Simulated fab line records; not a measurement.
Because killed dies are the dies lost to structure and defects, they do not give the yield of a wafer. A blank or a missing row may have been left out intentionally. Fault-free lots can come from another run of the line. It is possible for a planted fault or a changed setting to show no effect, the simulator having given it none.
Struck lot and sound lot, side by side :: flow sky130 :: 25 steps out of a route of 708
Sound: the wafers L251.2, L251.3, L251.4. Struck: wafers L260.2, L260.4, L260.5. Last of all comes the cause.
Order at every step that has rows: each side's tool, ch and its chambers, its first start. Under that, the readings that differ: sound wafers :: struck wafers :: difference of the means :: sigmas: that difference in standard deviations of wafers without a fault.
alike: words and numbers the same on both sides, and readings whose means are apart by under 2 such deviations; not compared: readings that were withheld, readings missing a value for some wafer, numbers with overlapping values and no deviation given by the record, and bounds like >300 which may hide the same value.
The two part at a step that has a row with sigmas, a row that says differs or no value, or rows on one side only. When numbers do not overlap yet have no deviation, they are printed without sigmas and do not part them. Lack of a reading on every wafer of one side parts them only where that side has two or more wafers.

first, 5 steps without rows for these wafers: SKY_GATE_OXIDE_COAT_05 (resist thk 1140 nm); SKY_GATE_OXIDE_SOFTBAKE_06 (time 60 s); SKY_GATE_OXIDE_EXPOSE_07 (exposes mask LVOM, target cd 600 nm); SKY_GATE_OXIDE_PEB_08; SKY_GATE_OXIDE_DEVELOP_09 (develop time 60 s).
SKY_GATE_OXIDE_OVL_MEAS_10:
  sound on overlay-01, day 14 05:11; struck on overlay-02, day 17 16:46
  alike: GATE_OXIDE_OVL
then, 2 steps without rows for these wafers: SKY_GATE_OXIDE_IMPLANT_11; SKY_GATE_OXIDE_WET_ETCH_12 (etches SiO2 in dHF, target depth 16.8 nm, time 336 s).
SKY_GATE_OXIDE_STRIP_13: strips in O2/N2.
  sound on plasma asher-01 ch 0,1, day 14 05:28; struck on plasma asher-02 ch 0,1, day 17 17:03
  alike: drypump motor current A, oes product au, strip time to endpoint s
  not compared: rf hours counter h
SKY_GATE_OXIDE_TW_MEAS_14:
  sound on film metro-04, day 14 05:35; struck on film metro-03, day 17 17:10
  alike: GATE_OXIDE_TW
then, 2 steps without rows for these wafers: SKY_GATE_OXIDE_CLEAN_15 (cleans in SC1/SC2, time 150 s); SKY_GATE_OXIDE_OXIDATION_16 (stabilise 600 s, purge 300 s, target thk 3.57 nm).
SKY_POLY_GATE_CVD_00: deposits poly-Si, target thk 180 nm, time 720 s.
  sound on lpcvd-01 ch 0, day 14 08:11; struck on lpcvd-01 ch 0, day 17 20:19
reading: spike tc bottom C (C)
sound: 644.1 644.7 645.8
struck: 655.9 655.9 655.2
difference: +10.8
sigmas: +10

reading: spike tc centre C (C)
sound: 621.3 623.3 622.7
struck: 633.8 633.1 635.8
difference: +11.8
sigmas: +11

reading: spike tc lower C (C)
sound: 619.2 619.9 619.4
struck: 629.7 630.8 632.4
difference: +11.5
sigmas: +8

reading: spike tc top C (C)
sound: 643 642 641
struck: 654 654 653
difference: +12
sigmas: +4

reading: spike tc upper C (C)
sound: 620.2 619.8 620.1
struck: 632.5 632.5 632.1
difference: +12.3
sigmas: +8

reading: susceptor temp C (C)
sound: 620.39 619.86 620.04
struck: 631.09 631.34 631.07
difference: +11.07
sigmas: +41

reading: model.poly-Si_of_POLY_GATE_CVD_00.thk nm (nm)
sound: 180.2 178.6 180.3
struck: 230.8 232.1 230.6
difference: +51.5
sigmas: 
  alike: zone power centre pct
SKY_POLY_GATE_THK_MEAS_01:
  sound on film metro-02, day 14 09:24; struck on film metro-04, day 17 21:46
reading: POLY_GATE_CVD_00_THK (nm)
sound: 180.2 178.7 180.1
struck: 230.8 232.2 230.5
difference: +51.5
sigmas: +27
  not compared: hold
then, 7 steps without rows for these wafers: SKY_RES_PROTECT_HMDS_01 (prime time 60 s); SKY_RES_PROTECT_COAT_02 (resist thk 1140 nm); SKY_RES_PROTECT_SOFTBAKE_03 (time 60 s); SKY_RES_PROTECT_EXPOSE_04 (exposes mask RPM, target cd 1270 nm); SKY_RES_PROTECT_PEB_05; SKY_RES_PROTECT_DEVELOP_06 (develop time 60 s); SKY_POLY_GATE_IMPLANT_02.
SKY_RES_PROTECT_STRIP_07: strips in O2/N2.
  sound on plasma asher-01 ch 0,1, day 15 12:38; struck on plasma asher-04 ch 1, day 19 03:59
  alike: drypump motor current A, oes product au, strip time to endpoint s
  not compared: rf hours counter h
SKY_RES_PROTECT_TW_MEAS_08:
  sound on film metro-03, day 15 12:45; struck on film metro-02, day 19 04:06
  alike: POLY_GATE_TW
SKY_RES_PROTECT_CLEAN_09: cleans in SC1/SC2, time 150 s.
  sound on wet bench-04 ch 0, day 15 12:48; struck on wet bench-04 ch 0, day 19 04:09
reading: model.poly-Si_of_POLY_GATE_CVD_00.thk nm (nm)
sound: 179.6 178 179.6
struck: 230.2 231.5 230
difference: +51.5
sigmas: 
then, 1 step without rows for these wafers: SKY_POLY_GATE_CVD_03 (deposits Si3N4 from DCS/NH3, target thk 75 nm, time 1290 s).

## WHERE THEY PART
Earliest at SKY_POLY_GATE_CVD_00; latest, in this record, at SKY_POLY_GATE_THK_MEAS_01. Later steps at which nothing parts them and some readings are alike: SKY_RES_PROTECT_STRIP_07, SKY_RES_PROTECT_TW_MEAS_08.

WHY: the cause the simulator had injected
lpcvd-01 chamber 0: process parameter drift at SKY_POLY_GATE_CVD_00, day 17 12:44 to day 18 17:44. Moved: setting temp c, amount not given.
